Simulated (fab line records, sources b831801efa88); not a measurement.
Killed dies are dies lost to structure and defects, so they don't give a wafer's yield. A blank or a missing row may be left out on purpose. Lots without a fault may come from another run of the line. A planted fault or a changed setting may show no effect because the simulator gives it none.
Which tool did it? | flow sky130 | 12 lots, 36 wafers sampled, at 2 steps of a route of 708

WHAT THE GAUGES READ, wafer by wafer
SKY_VIA3_OVL_MEAS_13.
lot  | measured     | on         | VIA3_OVL (nm)
L075 | day 39 22:19 | overlay-01 | -3 -2 -1
L077 | day 40 06:49 | overlay-02 | 8 3 8
L079 | day 41 11:40 | overlay-02 | 6 0 3
L080 | day 41 22:38 | overlay-01 | -8 -1 -5
L083 | day 42 11:02 | overlay-01 | -3 -5 2
L086 | day 43 17:37 | overlay-02 | 6 7 4
L087 | day 43 20:19 | overlay-01 | 7 9 7
L089 | day 43 22:43 | overlay-02 | 4 0 3
L091 | day 44 13:26 | overlay-01 | -2 -5 -3
L093 | day 45 10:52 | overlay-02 | 7 10 5
L095 | day 45 17:43 | overlay-02 | 2 1 4
L097 | day 46 00:33 | overlay-01 | 0 1 -3

WHICH TOOL RAN EACH LOT (tool, then ch and the chambers of the sampled wafers, then the start)
lot  | SKY_CAPM_SPUTTER_02
L075 | pvd_sputter-04, day 36 15:01
L077 | pvd_sputter-01, day 37 01:18
L079 | pvd_sputter-04, day 38 08:10
L080 | pvd_sputter-01, day 38 19:23
L083 | pvd_sputter-04, day 39 07:43
L086 | pvd_sputter-01, day 40 17:18
L087 | pvd_sputter-04, day 40 18:40
L089 | pvd_sputter-01, day 40 23:08
L091 | pvd_sputter-04, day 41 15:06
L093 | pvd_sputter-04, day 42 13:22
L095 | pvd_sputter-01, day 42 21:51
L097 | pvd_sputter-04, day 43 04:11
- SKY_CAPM_SPUTTER_02: material TiN, target thk 200 nm, time 166.7 s.

THE ANSWER, worked out from the rows above alone
Rule: what is usual is taken from the lots themselves. Put in order of their means at a reading, lots are off if they are a third of the lots or fewer, leave a main group of 4 or more, and stand apart from it by a gap of 3 or more times the standard deviation of the main group's means; of several such gaps the widest counts. A main group whose means are all the same, to the digits that the tables above print for the reading, isn't used. A lot without any number at a reading at which 4 lots or more have one is off too. The other lots that the step has rows for count as sound.
No lot is off at any reading shown: from this, nothing can be told.

WHAT THE SIMULATOR HAD PUT IN
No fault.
